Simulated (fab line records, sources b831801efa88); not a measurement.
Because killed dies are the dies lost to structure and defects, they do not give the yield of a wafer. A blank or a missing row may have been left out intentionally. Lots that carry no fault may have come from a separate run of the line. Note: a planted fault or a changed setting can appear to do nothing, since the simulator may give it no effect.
Struck lot and sound lot, side by side ; flow sky130 ; 15 out of 708 route steps
Sound: the wafers L526.3, L526.4, L526.6. Struck: wafers L532.1, L532.3, L532.4. The cause is named last.
Per side, at each step with rows, come the tool, then ch with its chambers, and then its first start. Under that, the readings that differ: sound wafers ; struck wafers ; difference of the means ; sigmas: that difference in standard deviations of wafers without a fault.
alike: same words and numbers on both sides, and readings whose means sit less than 2 such deviations apart. not compared: any withheld reading, any reading some wafer has no value for, any bound like >300 that may hide the same value, and any number with overlapping values for which the record gives no deviation.
A row with sigmas, a row that says differs or no value, or rows on one side alone: a step with any of these is where the two part. Numbers that have no deviation but don't overlap get no sigmas and don't part them. Lack of a reading on every wafer of one side parts them only where that side has two or more wafers.

SKY_POLY_GATE_CD_MEAS_22:
  sound: cd sem-01 at day 18 17:37; struck: cd sem-01 at day 21 16:32
  alike: cd nm
then, 7 steps without rows for these wafers: SKY_LDD_N_DEHYDRATE_00 (time 60 s); SKY_LDD_N_HMDS_01 (prime time 60 s); SKY_LDD_N_COAT_02 (resist thk 300 nm); SKY_LDD_N_SOFTBAKE_03 (time 60 s); SKY_LDD_N_EXPOSE_04 (exposes mask NTM, target cd 840 nm); SKY_LDD_N_PEB_05; SKY_LDD_N_DEVELOP_06 (develop time 60 s).
SKY_LDD_N_OVL_MEAS_07:
  sound: overlay-01 at day 19 22:53; struck: overlay-02 at day 22 22:56
reading;sound;struck;difference;sigmas
LDD_N_OVL (nm);-0.2 0.2 0.3;-2.2 -2.8 -4.9;-3.4;-2
then, 3 steps without rows for these wafers: SKY_LDD_N_IMPLANT_08; SKY_LDD_N_IMPLANT_09; SKY_LDD_N_IMPLANT_10.
SKY_LDD_N_IMPLANT_11:
  sound on implanter-03 ch 0, day 19 23:25; struck on implanter-03 ch 0, day 22 23:25
reading;sound;struck;difference;sigmas
beam energy keV;19.991 19.999 19.998;17.545 17.540 17.530;-2.458;-99 or more
model.implant.rp nm (nm);16.19 16.19 16.19;14.95 14.95 14.95;-1.24;
model.implant.drp nm (nm);7.212 7.212 7.212;6.593 6.593 6.593;-0.619;
next, for these wafers, 1 step has no rows: SKY_LDD_N_IMPLANT_12.
-- here the record skips 26 days between the struck wafers' starts before and after, leaving off in module LDD_N and picking up in module PAD_OPEN (first step shown: number 708 of the route) --
SKY_PAD_OPEN_PROBE_99:
  sound: prober-01 at day 47 04:08; struck: prober-02 at day 49 02:23
  alike: killed_at_M0_to_M3, killed_at_M4_up, killed at contacts, killed at front end, killed at other, killed dies, killed open, killed short
  not compared: model.etest.tip n.rs ohm sq

WHERE THEY PART
First at SKY_LDD_N_OVL_MEAS_07; last, within this record, at SKY_LDD_N_IMPLANT_11. Later steps at which nothing parts them and some readings are alike: SKY_PAD_OPEN_PROBE_99.

WHY: whatever the simulator had introduced
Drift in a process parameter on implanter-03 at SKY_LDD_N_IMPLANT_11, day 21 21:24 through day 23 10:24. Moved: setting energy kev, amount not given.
